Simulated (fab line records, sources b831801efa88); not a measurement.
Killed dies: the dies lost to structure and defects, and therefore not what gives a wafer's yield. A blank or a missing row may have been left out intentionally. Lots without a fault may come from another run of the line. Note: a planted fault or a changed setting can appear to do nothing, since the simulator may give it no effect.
Problem report in the 8D (eight disciplines) form, filled by code ; flow sky130 ; the parts of the form that need people (team, actions taken, sign-off) are left out

1. WHAT WENT WRONG
Mean SD_N_TW at SKY_SD_N_TW_MEAS_12: 3639 over 6 wafers in 2 lots; fault-free wafers: 3980, standard deviation 24. That puts it -14 standard deviations away from the usual mean.
Earliest sighting: wafer L605.1 on filmMetro-02 at day 33 18:22. The record has a number at this step for 33 wafers belonging to 11 lots. Rule for "out", or "out of limits": more than 4 standard deviations from the usual mean. Any other wafer with a number is counted as sound.

2. WHAT IT IS AND WHAT IT IS NOT
question;is;is not
which readings at this step;SD_N_TW;-
which lots;L605, L607;L589, L590, L591, L594, L596, L597, L598, L599, L609
which wafers of those lots;all that have a number;-
read on which gauges;filmMetro-02;filmMetro-01, filmMetro-04
when;from day 33 18:22;"up to then (24 sound wafers); but 3 sound wafers of L609 came after"

3. WHAT RULES OUT EACH SUSPECT
Counting: a tool at any process step up to the reading remains a suspect when it ran all the lots that are out and ran no sound lot after the first of those.
- the gauge at SKY_SD_N_TW_MEAS_12 is ruled out. All the wafers that are out were read on filmMetro-02, but those of them that SKY_SD_N_IMPLANT_09 has rows for are out there too, on other tools.
- implanter-02 at SKY_SD_N_IMPLANT_09: kept. It processed each lot that is out, first L605 at day 33 17:58, and no sound lot thereafter; up to then, the last sound lot it processed was L599 at day 32 08:29. Out on those wafers are its own readings of beamEnergyKeV.
Remaining after the count: implanter-02 at SKY_SD_N_IMPLANT_09.

4. THE CAUSE (what the simulator had put in)
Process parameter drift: implanter-02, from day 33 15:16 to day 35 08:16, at SKY_SD_N_IMPLANT_09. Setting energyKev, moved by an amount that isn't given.
Only this tool survived the counting.

5. SEQUENCE OF EFFECTS, ordered by route
One row per reading whose mean, taken over the struck wafers that have a number, lies over 3 standard deviations from the usual. Readings are gone through only where the record gives a usual standard deviation; hours: the median, over the lots, of the time from a lot's start at the first step in this table giving one to that lot's start at this step; sigmas: the change measured in usual standard deviations.
hours;step;reading;usual;on struck wafers;change;sigmas
0;SKY_SD_N_IMPLANT_09;beamEnergyKeV;50.000;35.964;-14.036;-99 or more
0;SKY_SD_N_STRIP_11;oesProductAu;0.527 a.u.;0.561;+0.034;+6.8
0;SKY_SD_N_STRIP_11;stripTimeToEndpointS;22.56 s;20.45;-2.11;-42
0;SKY_SD_N_TW_MEAS_12;SD_N_TW;3980;3639;-341;-14
1;SKY_SD_N_RS_MEAS_16;SD_N_RS;68.50 ohm/sq;80.01;+11.51;+82
Process steps it contains:
- SKY_SD_N_IMPLANT_09
- SKY_SD_N_STRIP_11: strips in O2/N2.

6. HOW IT WOULD HAVE BEEN CAUGHT EARLIER
The first out-of-limits reading at a measuring or inspecting step in this record came at day 33 18:22, 3 hours after the fault's start at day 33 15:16.
Tool's own readings at SKY_SD_N_IMPLANT_09, beamEnergyKeV: out on all struck wafers the step has rows for; an alarm limit on them would have tripped on the first.
Among the 2 lots that are out, L607 began SKY_SD_N_IMPLANT_09 on implanter-02 after day 33 18:22. It would have been spared by a hold on the tool at that moment.
